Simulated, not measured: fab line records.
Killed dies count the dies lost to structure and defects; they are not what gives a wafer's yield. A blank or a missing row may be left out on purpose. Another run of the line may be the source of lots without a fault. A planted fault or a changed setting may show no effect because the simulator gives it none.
Struck lot and sound lot, side by side    flow sky130    32 steps out of a route of 708
Sound: the wafers L821.1, L821.2, L821.6. Wafers struck: L836.4, L836.5, L836.6. Last of all comes the cause.
Each step with rows lists, per side, the tool, then ch with its chambers, then its first start. Under that, the readings that differ: sound wafers    struck wafers    difference of the means    sigmas: that difference in standard deviations of wafers without a fault.
alike: words and numbers the same on both sides, and readings whose means are apart by under 2 such deviations; not compared: readings that were withheld, readings missing a value for some wafer, numbers with overlapping values and no deviation given by the record, and bounds like >300 which may hide the same value.
A row with sigmas, a row that says differs or no value, or rows on one side alone: a step with any of these is where the two part. Numbers that have no deviation but don't overlap get no sigmas and don't part them. Lack of a reading on every wafer of one side parts them only where that side has two or more wafers.

first, 4 steps without rows for these wafers: SKY_VIA1_STRIP_17 (strips in post etch residue remover, time 1200 s); SKY_VIA1_CLEAN_18 (cleans in IPA, time 180 s); SKY_VIA1_CLEAN_19 (cleans in O3/DIW); SKY_VIA1_SPUTTER_20 (material TiN, target thk 20 nm, time 80 s).
SKY_VIA1_CVD_21: deposits W, target thk 270 nm, time 80.902 s.
  sound on cvdW-01 ch 0,1, day 34 04:08; struck on cvdW-01 ch 0,1, day 39 07:26
  alike: heaterPowerW
SKY_VIA1_RS_MEAS_22: a four-point-probe measurement.
  sound on filmMetro-02, day 34 04:14; struck on filmMetro-03, day 39 07:34
reading             sound              struck             difference  sigmas
VIA1_W_RS (ohm/sq)  0.430 0.434 0.432  0.420 0.424 0.420  -0.011      -3
SKY_VIA1_THK_MEAS_23: measures by xrf.
  sound on filmMetro-02, day 34 04:21; struck on filmMetro-03, day 39 07:40
reading          sound        struck       difference  sigmas
VIA1_W_THK (nm)  263 260 262  272 268 273  +9          +3
then, 2 steps without rows for these wafers: SKY_VIA1_CMP_24 (polishes, stops on SiO2, t overpolish 15 s, target thk 0 nm); SKY_METAL2_SPUTTER_00 (material Ti, target thk 15 nm, time 10 s).
SKY_METAL2_SPUTTER_01: material TiN, target thk 20 nm, time 16.7 s.
  sound on pvdSputter-03, day 34 04:44; struck on pvdSputter-04, day 39 08:01
  alike: throttleValvePct
then, 1 step without rows for these wafers: SKY_METAL2_SPUTTER_02 (material AlCu, target thk 250 nm, time 13.3 s).
SKY_METAL2_SPUTTER_03: material Ti, target thk 5 nm, time 3.3 s.
  sound on pvdSputter-03, day 34 04:47; struck on pvdSputter-04, day 39 08:04
  alike: throttleValvePct
SKY_METAL2_SPUTTER_04: material TiN, target thk 70 nm, time 58.3 s.
  sound on pvdSputter-03, day 34 04:48; struck on pvdSputter-04, day 39 08:05
reading                                    sound              struck           difference  sigmas
model.TiN_of_METAL2_SPUTTER_04.thkNm (nm)  70.29 71.11 71.23  103.4 104.8 104  +33.2       
  alike: throttleValvePct
SKY_METAL2_RS_MEAS_05: a four-point-probe measurement.
  sound on filmMetro-04, day 34 04:51; struck on filmMetro-02, day 39 08:11
  alike: METAL2_ALCU_RS
SKY_METAL2_THK_MEAS_06: measures by xrf.
  sound on filmMetro-04, day 34 04:58; struck on filmMetro-02, day 39 08:17
reading               sound              struck             difference  sigmas
METAL2_ALCU_THK (nm)  241.5 245.6 243.7  230.3 233.0 230.2  -12.4       -4
then, 8 steps without rows for these wafers: SKY_METAL2_DEHYDRATE_07 (time 60 s); SKY_METAL2_HMDS_08 (prime time 60 s); SKY_METAL2_COAT_09 (resist thk 60 nm); SKY_METAL2_COAT_10 (resist thk 450 nm); SKY_METAL2_SOFTBAKE_11 (time 90 s); SKY_METAL2_EXPOSE_12 (exposes mask MM2, target cd 140 nm); SKY_METAL2_PEB_13; SKY_METAL2_DEVELOP_14 (develop time 60 s).
SKY_METAL2_CD_MEAS_15 targets a cd of 140 nm.
  sound on cdSem-01, day 35 07:19; struck on cdSem-02, day 40 08:44
  alike: cdNm
SKY_METAL2_OVL_MEAS_16:
  sound on overlay-02, day 35 07:26; struck on overlay-02, day 40 08:49
  alike: METAL2_OVL
then, 1 step without rows for these wafers: SKY_METAL2_DESCUM_17 (chemistry O2, time 8 s).
SKY_METAL2_ETCH_18: etches BARC in N2/H2, stops on SiO2, time 45.9 s, target depth 60 nm.
  sound on rieMetal-04 ch 0,1, day 35 07:30; struck on rieMetal-03 ch 0,1, day 40 08:53
  alike: drypumpMotorCurrentA, h2FlowSccm, oesProductAu, throttleValvePct
  not compared: rfHoursCounterH
then, 1 step without rows for these wafers: SKY_METAL2_METAL_ETCH_19 (etches the open film in Cl2/BCl3, stops on SiO2, target depth 360 nm, time 78 s).
SKY_METAL2_STRIP_20: strips in O2/N2.
  sound on plasmaAsher-03 ch 0,1, day 35 07:40; struck on plasmaAsher-04 ch 0,1, day 40 09:02
  alike: drypumpMotorCurrentA, oesProductAu, stripTimeToEndpointS
  not compared: rfHoursCounterH
SKY_METAL2_STRIP_21: strips in post etch residue remover, time 1200 s.
  sound on wetBench-04 ch 3, day 35 07:46; struck on wetBench-03 ch 1, day 40 09:07
reading                                    sound              struck           difference  sigmas
model.TiN_of_METAL2_SPUTTER_04.thkNm (nm)  69.87 70.69 70.81  103 104.4 103.6  +33         
then, 1 step without rows for these wafers: SKY_METAL2_CLEAN_22 (cleans in IPA, time 180 s).
-- the record jumps here: 10 days lie between the struck wafers' starts before and after (it left off in module METAL2 and takes up again in module PAD_OPEN, whose first step shown is number 708 of the route) --
SKY_PAD_OPEN_PROBE_99:
  sound on prober-02, day 45 21:22; struck on prober-01, day 49 21:53
reading                      sound              struck             difference  sigmas
model.etest.via2Chain.rcOhm  10.07 10.06 10.75  11.87 11.36 11.09  +1.15       
  alike: defectLimitedYield, killed_at_M0_to_M3, killed_at_M4_up, killedAtContacts, killedAtFrontEnd, killedAtOther, killedDies, killedOpen, killedShort, sort_bin_3_pad_short, sort_bin_5_function, sort_bin_6_memory, sortNPass, sortYieldPct

## WHERE THEY PART
Earliest at SKY_VIA1_RS_MEAS_22; latest, in this record, at SKY_METAL2_THK_MEAS_06. Later steps at which nothing parts them and some readings are alike: SKY_METAL2_CD_MEAS_15, SKY_METAL2_OVL_MEAS_16, SKY_METAL2_ETCH_18, SKY_METAL2_STRIP_20, SKY_PAD_OPEN_PROBE_99.

WHY: the cause the simulator had injected
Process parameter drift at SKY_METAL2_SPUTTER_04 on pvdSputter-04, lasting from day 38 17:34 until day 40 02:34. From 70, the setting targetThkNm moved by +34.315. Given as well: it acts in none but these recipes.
